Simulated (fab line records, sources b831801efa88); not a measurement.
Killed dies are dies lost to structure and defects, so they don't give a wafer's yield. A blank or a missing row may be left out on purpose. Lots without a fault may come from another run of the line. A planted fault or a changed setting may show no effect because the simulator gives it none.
fab line records | flow gf180mcu
record lots=13 wafers=39 last_day=34
route steps=602 shown LVPWELL@63 CONTACT@305 M1@315
lots that met no fault: from a run of the same line without faults
start_h: hours from the record's first day to the start of the lot's first wafer shown | wait_h: hours since the lot's step before | " the same as in the row above | L1.1+2: a row that stands for several wafers | - no value, or no start given | * or withheld: withheld | < > ~ a bound
route shown NAME@n: a module of which the file shows steps, and the number in the route of the first | usual: mean/standard deviation of fault-free wafers | same: alike in all rows | chamber/n: place in a boat | sites: the reading at each site | _std_site: their standard deviation | _edge_site: outer sites' mean less inner sites' | radius_mm: how far each site lies from the wafer's centre | mask NAME#n: copy n | behind: the tool/chamber that last shaped the wafer | hold: why the lot was held/for how many hours/how that ended | device: the transistor (n, p or np) that didn't switch | end of line: the same wafers' tests at the end of the route | a step without rows: its recipe alone | killed: dies lost to structure and defects at the first sort, not the wafer's yield | map: a wafer's dies, x killed, . not, _ none there
set.NAME: the setting as run; set.NAME@STEP: as run at that earlier step | model.NAME: the simulator's own value behind a step, which no gauge read
steps of the route over a sample of lots; a table a step, a row a wafer
services: from which hour (start_h, from the record's first day; less than 0 if before it) a tool's chamber was out of use, for how many hours, and why
## steps
# step GF_LVPWELL_IMPLANT_09
# recipe species=B energy_kev=60 dose_cm2=5e+12 tilt_deg=0
# columns lot.wafer tool chamber start_h wait_h
L426.4+5+6 implanter-02 0 69.67 0.1
L427.1+2+4 implanter-03 0 75.69 0.1
L428.2+4+5 implanter-02 0 80.06 0.1
L429.1+3+5 implanter-04 0 84.94 0.1
L430.1+4+5 implanter-04 0 90.99 0.1
L433.1+2+4 implanter-02 0 110.02 0.1
L434.2+3+4 implanter-03 0 114.51 0.1
L435.1+4+6 implanter-04 0 120.79 0.1
L436.3+4+5 implanter-04 0 125.08 0.1
L436.3+4+5 implanter-04 0 125.40 0.3
L437.2+5+6 implanter-02 0 132.97 0.1
L437.2+5+6 implanter-02 0 133.28 0.3
L438.3+4+5 implanter-04 0 137.22 0.1
L445.1+2+5 implanter-02 0 176.57 0.1
L445.1+2+5 implanter-02 0 176.88 0.3
L449.2+5+6 implanter-04 0 199.59 0.1
# step GF_LVPWELL_TW_MEAS_11
# usual LVPWELL_TW=558/6.1
# columns lot.wafer tool chamber start_h wait_h LVPWELL_TW
L426.4 film_metro-01 - 69.87 0.1 548
L426.5 " - " " 550
L426.6 " - " " 549
L427.1 film_metro-04 - 75.94 0.1 565
L427.2 " - " " 568
L427.4 " - " " 563
L428.2 film_metro-03 - 80.30 0.1 561
L428.4 " - " " 558
L428.5 " - " " 559
L429.1 film_metro-03 - 85.19 0.1 558
L429.3 " - " " 556
L429.5 " - " " 559
L430.1 film_metro-03 - 91.24 0.1 561
L430.4 " - " " 558
L430.5 " - " " 558
L433.1 film_metro-04 - 110.27 0.1 566
L433.2 " - " " 567
L433.4 " - " " 565
L434.2 film_metro-04 - 114.75 0.1 567
L434.3 " - " " 564
L434.4 " - " " 564
L435.1 film_metro-03 - 121.04 0.1 557
L435.4 " - " " 556
L435.6 " - " " 556
L436.3 film_metro-04 - 125.62 0.1 590
L436.4 " - " " 591
L436.5 " - " " 595
L437.2 film_metro-03 - 133.52 0.1 591
L437.5 " - " " 590
L437.6 " - " " 586
L438.3 film_metro-04 - 137.44 0.1 560
L438.4 " - " " 562
L438.5 " - " " 558
L445.1 film_metro-01 - 177.13 0.1 580
L445.2 " - " " 580
L445.5 " - " " 580
L449.2 film_metro-04 - 199.83 0.1 563
L449.5 " - " " 565
L449.6 " - " " 564
# step GF_VT_IMPLANT_RS_MEAS_48
# recipe thk_meas_gauge=four-point-probe
# usual LVPWELL_RS=1197/3
# columns lot.wafer tool chamber start_h wait_h LVPWELL_RS[ohm/sq]
L426.4 film_metro-04 - 158.88 0.1 1195
L426.5 " - " " 1197
L426.6 " - " " 1198
L427.1 film_metro-03 - 164.13 0.1 1201
L427.2 " - " " 1196
L427.4 " - " " 1201
L428.2 film_metro-03 - 169.99 0.1 1192
L428.4 " - " " 1193
L428.5 " - " " 1195
L429.1 film_metro-01 - 176.14 0.1 1196
L429.3 " - " " 1197
L429.5 " - " " 1196
L430.1 film_metro-04 - 184.68 0.1 1201
L430.4 " - " " 1199
L430.5 " - " " 1199
L433.1 film_metro-03 - 206.43 0.1 1194
L433.2 " - " " 1199
L433.4 " - " " 1195
L434.2 film_metro-01 - 213.09 0.1 1193
L434.3 " - " " 1196
L434.4 " - " " 1196
L435.1 film_metro-03 - 222.13 0.1 1198
L435.4 " - " " 1195
L435.6 " - " " 1195
L436.3 film_metro-04 - 225.27 0.1 1031
L436.4 " - " " 1034
L436.5 " - " " 1033
L437.2 film_metro-03 - 235.00 0.1 1032
L437.5 " - " " 1030
L437.6 " - " " 1031
L438.3 film_metro-04 - 241.28 0.1 1200
L438.4 " - " " 1201
L438.5 " - " " 1196
L445.1 film_metro-03 - 289.47 0.1 1031
L445.2 " - " " 1030
L445.5 " - " " 1031
L449.2 film_metro-04 - 315.70 0.1 1198
L449.5 " - " " 1202
L449.6 " - " " 1199
# step GF_CONTACT_STRIP_18
# recipe chemistry=O2/N2 power_w=1400 pressure_mtorr=1500 platen_temp_c=250 o2_flow_sccm=3000 n2_flow_sccm=300 overash_fraction=0.5
# usual drypump_motor_current_A=6.0/0.48 heater_power_w=312/24 oes_product_au=0.580/0.0045
# columns lot.wafer tool chamber start_h wait_h drypump_motor_current_A heater_power_w oes_product_au rf_hours_counter_h
L426.4 plasma_asher-04 0 365.89 - 5.3 327 0.581 -
L426.5 " 0 " " 5.3 320 0.580 -
L426.6 " 1 " " 5.8 273 0.582 -
L427.1 plasma_asher-04 1 372.32 - 5.8 267 0.583 72
L427.2 " 0 " " 5.4 336 0.592 72
L427.4 " 1 " " 5.8 275 0.575 -
L428.2 plasma_asher-01 1 383.81 - 6.6 297 0.588 26
L428.4 " 0 " " 6.7 310 0.580 -
L428.5 " 0 " " 6.7 301 0.584 -
L429.1 plasma_asher-04 0 390.96 - 5.4 325 0.582 74
L429.3 " 0 " " 5.3 323 0.578 -
L429.5 " 1 " " 5.8 275 0.574 -
L430.1 plasma_asher-01 1 402.49 - 6.6 294 0.584 28
L430.4 " 0 " " 6.7 302 0.581 -
L430.5 " 1 " " 6.6 305 0.582 -
L433.1 plasma_asher-03 0 433.46 - 5.9 351 0.584 82
L433.2 " 1 " " 6.1 320 0.581 82
L433.4 " 1 " " 6.1 325 0.583 -
L434.2 plasma_asher-01 0 442.92 - 6.7 309 0.576 33
L434.3 " 1 " " 6.6 303 0.585 -
L434.4 " 0 " " 6.7 310 0.576 -
L435.1 plasma_asher-03 1 453.77 - 6.1 311 0.578 84
L435.4 " 0 " " 6.0 345 0.584 -
L435.6 " 0 " " 5.9 348 0.570 -
L436.3 plasma_asher-01 0 457.79 - 6.7 307 0.580 -
L436.4 " 1 " " 6.6 306 0.581 -
L436.5 " 0 " " 6.7 313 0.578 -
L437.2 plasma_asher-04 1 468.92 - 5.8 281 0.570 4
L437.5 " 1 " " 5.8 283 0.586 -
L437.6 " 0 " " 5.3 334 0.577 -
L438.3 plasma_asher-01 1 475.55 - 6.6 308 0.582 -
L438.4 " 0 " " 6.7 308 0.588 -
L438.5 " 0 " " 6.7 310 0.579 -
L445.1 plasma_asher-03 0 534.77 - 6.0 353 0.580 92
L445.2 " 1 " " 6.1 315 0.578 92
L445.5 " 1 " " 6.1 318 0.579 -
L449.2 plasma_asher-03 0 563.45 - 6.0 344 0.574 95
L449.5 " 0 " " 6.0 359 0.584 -
L449.6 " 1 " " 6.1 319 0.589 -
# step GF_M1_SPUTTER_00
# recipe material=Ti target_thk_nm=37.5 arriving_ion_energy_ev=80 substrate_temp_c=200 chamber_pressure_pa=2 power_w=4000 time_s=150
# usual throttle_valve_pct=30.6/1.1
# columns lot.wafer tool chamber start_h wait_h throttle_valve_pct
L426.4 pvd_sputter-01 - 366.83 0.2 30.5
L426.5 " - " " 31.4
L426.6 " - " " 31.2
L427.1 pvd_sputter-02 - 373.79 0.1 31.5
L427.2 " - " " 32.0
L427.4 " - " " 27.7
L428.2 pvd_sputter-01 - 384.95 0.2 30.7
L428.4 " - " " 31.1
L428.5 " - " " 31.1
L429.1 pvd_sputter-01 - 391.94 0.2 30.4
L429.3 " - " " 30.6
L429.5 " - " " 31.1
L430.1 pvd_sputter-01 - 403.47 0.2 30.4
L430.4 " - " " 30.4
L430.5 " - " " 30.5
L433.1 pvd_sputter-01 - 434.43 0.2 30.5
L433.2 " - " " 31.1
L433.4 " - " " 30.3
L434.2 pvd_sputter-01 - 443.90 0.2 30.7
L434.3 " - " " 31.4
L434.4 " - " " 30.0
L435.1 pvd_sputter-01 - 454.75 0.1 30.4
L435.4 " - " " 31.0
L435.6 " - " " 30.6
L436.3 pvd_sputter-01 - 458.73 0.2 30.5
L436.4 " - " " 30.6
L436.5 " - " " 30.6
L437.2 pvd_sputter-02 - 469.91 0.1 32.2
L437.5 " - " " 31.0
L437.6 " - " " 27.8
L438.3 pvd_sputter-03 - 476.50 0.1 28.8
L438.4 " - " " 30.6
L438.5 " - " " 28.9
L445.1 pvd_sputter-01 - 535.75 0.2 30.5
L445.2 " - " " 31.1
L445.5 " - " " 30.7
L449.2 pvd_sputter-01 - 564.43 0.2 30.4
L449.5 " - " " 30.9
L449.6 " - " " 31.1
# step GF_M1_SPUTTER_04
# recipe material=TiN target_thk_nm=50 power_w=6500 time_s=41.7 chamber_pressure_pa=0.4
# usual throttle_valve_pct=30.6/1.1
# columns lot.wafer tool chamber start_h wait_h throttle_valve_pct
L426.4 pvd_sputter-01 - 367.01 0.0 30.4
L426.5 " - " " 31.0
L426.6 " - " " 31.0
L427.1 pvd_sputter-02 - 373.97 0.0 31.4
L427.2 " - " " 32.1
L427.4 " - " " 27.8
L428.2 pvd_sputter-01 - 385.13 0.0 30.5
L428.4 " - " " 31.3
L428.5 " - " " 31.5
L429.1 pvd_sputter-01 - 392.12 0.0 30.2
L429.3 " - " " 30.7
L429.5 " - " " 31.0
L430.1 pvd_sputter-01 - 403.65 0.0 30.3
L430.4 " - " " 30.7
L430.5 " - " " 30.4
L433.1 pvd_sputter-01 - 434.61 0.0 30.5
L433.2 " - " " 31.1
L433.4 " - " " 30.3
L434.2 pvd_sputter-01 - 444.08 0.0 30.7
L434.3 " - " " 31.4
L434.4 " - " " 30.2
L435.1 pvd_sputter-01 - 454.93 0.0 30.3
L435.4 " - " " 31.1
L435.6 " - " " 30.5
L436.3 pvd_sputter-01 - 458.91 0.0 30.6
L436.4 " - " " 30.8
L436.5 " - " " 30.6
L437.2 pvd_sputter-02 - 470.09 0.0 31.9
L437.5 " - " " 31.5
L437.6 " - " " 27.9
L438.3 pvd_sputter-03 - 476.68 0.0 28.8
L438.4 " - " " 30.6
L438.5 " - " " 29.0
L445.1 pvd_sputter-01 - 535.94 0.0 30.6
L445.2 " - " " 31.2
L445.5 " - " " 30.7
L449.2 pvd_sputter-01 - 564.61 0.0 30.5
L449.5 " - " " 31.5
L449.6 " - " " 31.3
## services
# columns tool chamber start_h hours kind
implanter-04 - 64.98 1.4 repair
implanter-04 - 97.59 3.7 pm
plasma_asher-01 - 108.75 9.0 pm
implanter-02 - 121.75 5.4 repair
plasma_asher-04 - 127.57 2.1 repair
plasma_asher-01 - 129.52 0.8 repair
plasma_asher-04 - 168.42 3.3 repair
pvd_sputter-01 - 190.49 1.1 repair
pvd_sputter-01 - 196.02 3.4 repair
plasma_asher-01 - 205.24 8.2 repair
implanter-04 - 224.71 0.9 repair
implanter-02 - 227.07 7.6 pm
implanter-04 - 277.41 3.3 repair
implanter-02 - 281.00 4.8 repair
pvd_sputter-02 - 287.32 1.0 repair
pvd_sputter-02 - 288.87 0.5 repair
implanter-04 - 294.91 1.6 repair
pvd_sputter-01 - 300.91 2.8 repair
plasma_asher-03 - 303.30 2.8 pm
plasma_asher-04 - 334.60 2.8 pm
plasma_asher-04 - 421.25 9.0 pm
implanter-02 - 499.52 2.1 repair
implanter-04 - 513.50 0.8 repair
implanter-02 - 537.06 1.6 repair
## key
first_sign step=GF_LVPWELL_IMPLANT_09 reading=visit direction=added
effect step=GF_LVPWELL_TW_MEAS_11 reading=LVPWELL_TW direction=up sigmas=4.8 usual=558 struck=587
effect step=GF_VT_IMPLANT_RS_MEAS_48 reading=LVPWELL_RS direction=down sigmas=55 usual=1197 struck=1031
met_at GF_LVPWELL_IMPLANT_09
struck_lots L436,L437,L445
tester_left_out L436,L437,L445
loop_trim step=GF_CONTACT_EXPOSE_11 setting=dose lots=L445
not_acting_at GF_CONTACT_STRIP_18,GF_M1_SPUTTER_00,GF_M1_SPUTTER_04
fault kind=repeated_step_whole tool=implanter-02,implanter-03,implanter-04 chamber=- onset_h=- steps=GF_LVPWELL_IMPLANT_09 times=1 scope=struck_lots_only
# tester_left_out: of these lots the tester's yield and bins aren't shown, on N5 and GAA mostly nor the transistor test; their killed dies are dies lost to structure and defects alone, not to doping, threshold or leakage, so they don't give the yield
# loop_trim: a control loop set the setting to another value than it would have without faults
